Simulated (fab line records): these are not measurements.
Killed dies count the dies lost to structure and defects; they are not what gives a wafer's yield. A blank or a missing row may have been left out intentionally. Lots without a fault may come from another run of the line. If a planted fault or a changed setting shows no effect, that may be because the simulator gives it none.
8D (eight disciplines) problem report, filled in by code + flow sky130 + the parts of the form that need people (team, actions taken, sign-off) are left out

## 1. THE ISSUE
Mean SD_N_RS at SKY_SD_N_RS_MEAS_16: 70.55 ohm/sq over 6 wafers in 2 lots; fault-free wafers: 68.56 ohm/sq, standard deviation 0.1. That puts it +20 standard deviations away from the usual mean.
The step: measures by four-point-probe.
First seen on wafer L752.4, day 33 02:53, on filmMetro-04. At this step, 33 wafers from 11 lots have a number in the record. Rule for "out", or "out of limits": more than 4 standard deviations from the usual mean. The other wafers with a number count as sound.

## 2. WHAT IT IS, AND WHAT IT ISN'T
| question                    | is                         | is not                                                                          |
|-----------------------------|----------------------------|---------------------------------------------------------------------------------|
| which readings at this step | SD_N_RS                    | -                                                                               |
| which lots                  | L752, L753                 | L738, L739, L740, L741, L743, L744, L756, L757, L758                            |
| which wafers of those lots  | all that have a number     | -                                                                               |
| read on which gauges        | filmMetro-01, filmMetro-04 | -                                                                               |
| when                        | from day 33 02:53          | up to then (18 sound wafers); but 9 sound wafers of L756, L757, L758 came after |

## 3. WHAT RULES OUT EACH SUSPECT
Counting: any tool at a process step up to the reading is kept as a suspect provided that every lot that is out went through it and no sound lot did after the first of them.
- the gauge at SKY_SD_N_RS_MEAS_16 is ruled out. Those wafers that are out were read across 2 gauges (filmMetro-01, filmMetro-04).
- implanter-01 at SKY_SD_N_IMPLANT_09: kept. All lots that are out passed through it, beginning with L752 at day 33 02:13, and no sound lot followed; its final sound lot before that point was L741 at day 29 09:25.
- plasmaAsher-02 at SKY_SD_N_STRIP_11 (strips in O2/N2): kept. All lots that are out passed through it, beginning with L752 at day 33 02:29, and no sound lot followed; its final sound lot before that point was L740 at day 28 19:06. Its own readings are out on those wafers: stripTimeToEndpointS.
Left after counting: implanter-01 at SKY_SD_N_IMPLANT_09, plasmaAsher-02 at SKY_SD_N_STRIP_11.

## 4. THE CAUSE (what the simulator had put in)
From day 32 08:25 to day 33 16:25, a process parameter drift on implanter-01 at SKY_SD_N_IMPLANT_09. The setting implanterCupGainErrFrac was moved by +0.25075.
After counting, 2 suspects remain, this tool included.

## 5. THE CHAIN OF EFFECTS, in route order
One row per reading whose mean, taken over the struck wafers that have a number, lies over 3 standard deviations from the usual. Only readings whose record carries a usual standard deviation are examined. hours: median over the lots of the time between each lot's start at the first step of this table that gives one and its start at this step. sigmas: the change, counted in usual standard deviations.
| hours | step                | reading              | usual        | on struck wafers | change | sigmas |
|-------|---------------------|----------------------|--------------|------------------|--------|--------|
| 0     | SKY_SD_N_IMPLANT_09 | faradayCurrentUA     | 12218        | 14446            | +2228  | +3.1   |
| 0     | SKY_SD_N_STRIP_11   | stripTimeToEndpointS | 22.57 s      | 21.77            | -0.80  | -17    |
| 1     | SKY_SD_N_RS_MEAS_16 | SD_N_RS              | 68.56 ohm/sq | 70.55            | +1.99  | +20    |
The process steps in it:
- SKY_SD_N_IMPLANT_09
- SKY_SD_N_STRIP_11: strips in O2/N2.
Later steps that measure or inspect, where all struck wafers having a row at the step show a number for every such reading and not one has moved that far: SKY_CONTACT_OVL_MEAS_15.

## 6. WHAT WOULD HAVE CAUGHT IT SOONER
In this record the first reading out of limits at a measuring or inspecting step was taken at day 33 02:53, 18 hours after the fault began at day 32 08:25.
Tool readings at SKY_SD_N_IMPLANT_09 with a usual standard deviation given in the record: none out on any struck wafer, hence no alarm at a limit of 4 standard deviations on them.
Lots out: 2; of these, L753 started SKY_SD_N_IMPLANT_09 on implanter-01 after day 33 02:53. A hold on the tool at that time would have spared it.
